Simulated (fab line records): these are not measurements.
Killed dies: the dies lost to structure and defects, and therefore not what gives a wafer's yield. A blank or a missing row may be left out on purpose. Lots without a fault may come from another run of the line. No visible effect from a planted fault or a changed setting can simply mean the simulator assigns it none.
Tool commonality check	flow sky130	Sample size 14 lots and 42 wafers

## REASON FOR OPENING
2 of 14 lots carry a flag on the reading VT_ADJUST_HVTR_TW at SKY_VT_ADJUST_HVTR_TW_MEAS_11. Wafers without a fault read 211.9, standard deviation 1.2.
Rule: a lot is flagged when every wafer of it that has a number lies more than 4 standard deviations from that mean, or none has a number. All remaining lots are regarded as sound.

lot	measured	on	VT_ADJUST_HVTR_TW, wafer by wafer	flag
L727	day 9 08:45	film_metro-04	211.4 212.5 213.0	
L728	day 9 18:57	film_metro-04	212.2 213.2 211.5	
L729	day 10 03:39	film_metro-03	211.8 212.2 212.4	
L731	day 10 14:05	film_metro-04	212.5 214.1 214.1	
L732	day 11 03:11	film_metro-02	209.9 208.8 209.2	
L733	day 11 04:41	film_metro-03	212.6 212.0 212.3	
L735	day 12 05:38	film_metro-03	211.4 211.7 211.9	
L736	day 12 09:05	film_metro-02	211.9 211.3 211.0	
L738	day 13 06:02	film_metro-03	30.2 30.1 30.0	FLAGGED
L739	day 13 08:11	film_metro-04	30.2 30.1 30.2	FLAGGED
L741	day 14 02:11	film_metro-04	212.7 211.4 211.9	
L746	day 15 12:38	film_metro-04	212.8 213.2 212.5	
L748	day 16 11:02	film_metro-03	210.9 211.1 210.7	
L750	day 17 03:42	film_metro-03	212.4 211.8 212.7	
On average the flagged lots read 30.1, which is -181.8 against the usual, or -99 or more standard deviations.

## WHICH TOOL EACH LOT WENT THROUGH
The record holds 1 process step before the reading, out of a route of 708 steps. Every cell lists first the tool, next ch and the chambers used by the sampled wafers, and last the start.
lot	flag	SKY_VT_ADJUST_HVTR_IMPLANT_09
L727		implanter-01 ch 0, day 9 08:30
L728		implanter-03 ch 0, day 9 18:43
L729		implanter-03 ch 0, day 10 03:25
L731		implanter-01 ch 0, day 10 13:50
L732		implanter-01 ch 0, day 11 02:56
L733		implanter-03 ch 0, day 11 04:26
L735		implanter-02 ch 0, day 12 05:24
L736		implanter-02 ch 0, day 12 08:50
L738	FLAGGED	implanter-02, day 13 05:47
L739	FLAGGED	implanter-03, day 13 07:56
L741		implanter-02 ch 0, day 14 01:56
L746		implanter-02 ch 0, day 15 12:23
L748		implanter-03 ch 0, day 16 10:47
L750		implanter-02 ch 0, day 17 03:29
What the steps here do:
- SKY_VT_ADJUST_HVTR_IMPLANT_09
- SKY_VT_ADJUST_HVTR_TW_MEAS_11

## FLAGGED AGAINST TOTAL, ONE TOOL AT A TIME (gauges that did the reading follow at the end)
step	tool	lots run	flagged	share of the flagged lots	sound lots run after its first flagged lot
SKY_VT_ADJUST_HVTR_IMPLANT_09	implanter-01	3	0	none	-
SKY_VT_ADJUST_HVTR_IMPLANT_09	implanter-02	6	1	some	3 (L741,L746,L750)
SKY_VT_ADJUST_HVTR_IMPLANT_09	implanter-03	5	1	some	1 (L748)
SKY_VT_ADJUST_HVTR_TW_MEAS_11	film_metro-02	2	0	none	-
SKY_VT_ADJUST_HVTR_TW_MEAS_11	film_metro-03	6	1	some	2 (L748,L750)
SKY_VT_ADJUST_HVTR_TW_MEAS_11	film_metro-04	6	1	some	2 (L741,L746)

## THE TABLE: WHAT IT ALLOWS
No row of the table ran every flagged lot.

## WHAT THE SIMULATOR HAD INSERTED
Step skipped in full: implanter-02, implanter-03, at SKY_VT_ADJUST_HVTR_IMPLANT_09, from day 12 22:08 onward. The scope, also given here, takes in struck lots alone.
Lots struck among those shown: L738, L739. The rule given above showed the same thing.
